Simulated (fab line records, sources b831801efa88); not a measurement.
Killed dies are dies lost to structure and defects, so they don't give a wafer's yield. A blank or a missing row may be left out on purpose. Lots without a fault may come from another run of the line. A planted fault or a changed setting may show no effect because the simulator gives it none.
Chamber matching | flow gf180mcu | GF_V3_CMP_04 on cmp-01: 4 sister chambers
The step polishes SiO2. 18 wafers are shown with their chamber, then 9 later ones without.

WAFERS WITH THEIR CHAMBER
wafer  | chamber | motor_current_A (A) | time_to_endpoint_s (s) | slurry_flow_ml_min
L903.1 | 2       | 11.1                | 70                     | 150.2
L903.3 | 1       | 14.3                | 74                     | 149.9
L903.6 | 3       | 11.5                | 77                     | 150.8
L904.3 | 0       | 12.0                | 86                     | 149.8
L904.4 | 2       | 11.0                | 77                     | 150.1
L904.5 | 1       | 14.9                | 81                     | 151.2
L905.1 | 3       | 11.6                | 80                     | 149.8
L905.5 | 1       | 14.5                | 82                     | 149.4
L905.6 | 0       | 12.1                | 82                     | 150.0
L909.2 | 3       | 11.6                | 82                     | 150.4
L909.3 | 0       | 12.1                | 78                     | 149.8
L909.4 | 1       | 14.2                | 87                     | 150.0
L913.1 | 2       | 11.1                | 81                     | 149.5
L913.4 | 3       | 11.7                | 87                     | 150.7
L913.6 | 0       | 12.3                | 80                     | 150.1
L917.2 | 1       | 14.9                | 88                     | 149.8
L917.3 | 0       | 11.9                | 79                     | 150.7
L917.5 | 0       | 12.5                | 85                     | 150.7

SIGNATURES (means of the wafers above)
reading            | chamber 0 | chamber 1 | chamber 2 | chamber 3 | scatter within a chamber
motor_current_A    | 12.150    | 14.560    | 11.067    | 11.600    | 0.223
time_to_endpoint_s | 81.67     | 82.40     | 76.00     | 81.50     | 4.58
slurry_flow_ml_min | 150.183   | 150.060   | 149.933   | 150.425   | 0.507
Rule: a wafer's distance from a chamber is the root of the sum, over the readings, of the square of ((its reading less the chamber's mean) divided by the reading's scatter). The wafer belongs to the nearest chamber; if the next one is less than 2 further off, it can't be placed. The scatter: the root of (the sum of the squares of (reading less its chamber's mean) over the shown wafers, divided by (wafers less chambers)).

WAFERS WITHOUT THEIR CHAMBER
wafer  | motor_current_A (A) | time_to_endpoint_s (s) | slurry_flow_ml_min
L920.1 | 11.6                | 77                     | 149.9
L920.2 | 11.3                | 76                     | 150.6
L920.4 | 11.0                | 84                     | 150.5
L922.1 | 11.8                | 77                     | 150.1
L922.2 | 13.8                | 73                     | 150.1
L922.3 | 11.7                | 75                     | 150.9
L924.2 | 11.6                | 74                     | 150.3
L924.4 | 11.0                | 77                     | 150.6
L924.5 | 11.6                | 86                     | 150.3

WHICH CHAMBER EACH WENT THROUGH
wafer  | from the rows above          | in truth
L920.1 | can't be placed: 3 or 2 or 0 | 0
L920.2 | can't be placed: 2 or 3      | 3
L920.4 | can't be placed: 2 or 3      | 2
L922.1 | can't be placed: 3 or 0 or 2 | 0
L922.2 | 1                            | 1
L922.3 | can't be placed: 3 or 0 or 2 | 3
L924.2 | can't be placed: 3 or 2 or 0 | 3
L924.4 | can't be placed: 2 or 3      | 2
L924.5 | can't be placed: 3 or 0      | 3
Placed correctly: 1 of 9. Can't be placed from these rows: 8 (the true chamber is among the candidates in 8). Placed wrongly: 0.
